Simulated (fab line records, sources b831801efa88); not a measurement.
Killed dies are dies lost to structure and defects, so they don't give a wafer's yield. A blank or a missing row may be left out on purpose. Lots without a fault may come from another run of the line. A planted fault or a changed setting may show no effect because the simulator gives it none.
Which tool did it? | flow gf180mcu | 6 lots, 18 wafers sampled, at 3 steps of a route of 602

WHAT THE GAUGES READ, wafer by wafer
GF_DUAL_GATE_THK_MEAS_03.
lot  | measured     | on            | DUAL_GATE_OXIDATION_00_THK (nm)
L273 | day 7 23:58  | film_metro-03 | 11.01 10.69 10.85
L275 | day 8 16:06  | film_metro-01 | 10.90 10.70 10.72
L277 | day 9 03:10  | film_metro-01 | 10.69 10.78 10.67
L280 | day 9 22:36  | film_metro-04 | 16.60 16.81 17.11
L286 | day 11 13:37 | film_metro-04 | 10.91 11.02 10.84
L293 | day 13 15:16 | film_metro-01 | 10.86 10.93 10.98

WHICH TOOL RAN EACH LOT (tool, then ch and the chambers of the sampled wafers, then the start)
lot  | GF_STI_CMP_25                | GF_DUAL_GATE_OXIDATION_02
L273 | cmp-01 ch 1,2,3, day 2 10:00 | furnace-02 ch 0, day 7 22:31
L275 | cmp-02 ch 1,2,3, day 2 20:47 | furnace-01 ch 0, day 8 14:38
L277 | cmp-01 ch 0,2,3, day 3 05:17 | furnace-01 ch 0, day 9 01:42
L280 | cmp-02 ch 1,3, day 3 19:57   | furnace-02 ch 0, day 9 19:26
L286 | cmp-02 ch 0,1,2, day 5 04:32 | furnace-02 ch 0, day 11 12:10
L293 | cmp-01 ch 0,2,3, day 6 15:36 | furnace-02 ch 0, day 13 13:49
- GF_STI_CMP_25: polishes, stops on Si3N4, t overpolish 33 s, target thk 524.6 nm.
- GF_DUAL_GATE_OXIDATION_02: stabilise 600 s, purge 300 s, target thk 10.887 nm.

THE ANSWER, worked out from the rows above alone
Rule: what is usual is taken from the lots themselves. Put in order of their means at a reading, lots are off if they are a third of the lots or fewer, leave a main group of 4 or more, and stand apart from it by a gap of 3 or more times the standard deviation of the main group's means; of several such gaps the widest counts. A main group whose means are all the same, to the digits that the tables above print for the reading, isn't used. A lot without any number at a reading at which 4 lots or more have one is off too. The other lots that the step has rows for count as sound.
Off: L280, at GF_DUAL_GATE_THK_MEAS_03 (DUAL_GATE_OXIDATION_00_THK). The main group: mean 10.84 nm, standard deviation 0.083.
A tool fits if, at a process step before that reading, it ran every lot that is off, and no sound lot after the first of them. The gauges at GF_DUAL_GATE_THK_MEAS_03 are tried like those tools. None of those tried fits.

WHAT THE SIMULATOR HAD PUT IN
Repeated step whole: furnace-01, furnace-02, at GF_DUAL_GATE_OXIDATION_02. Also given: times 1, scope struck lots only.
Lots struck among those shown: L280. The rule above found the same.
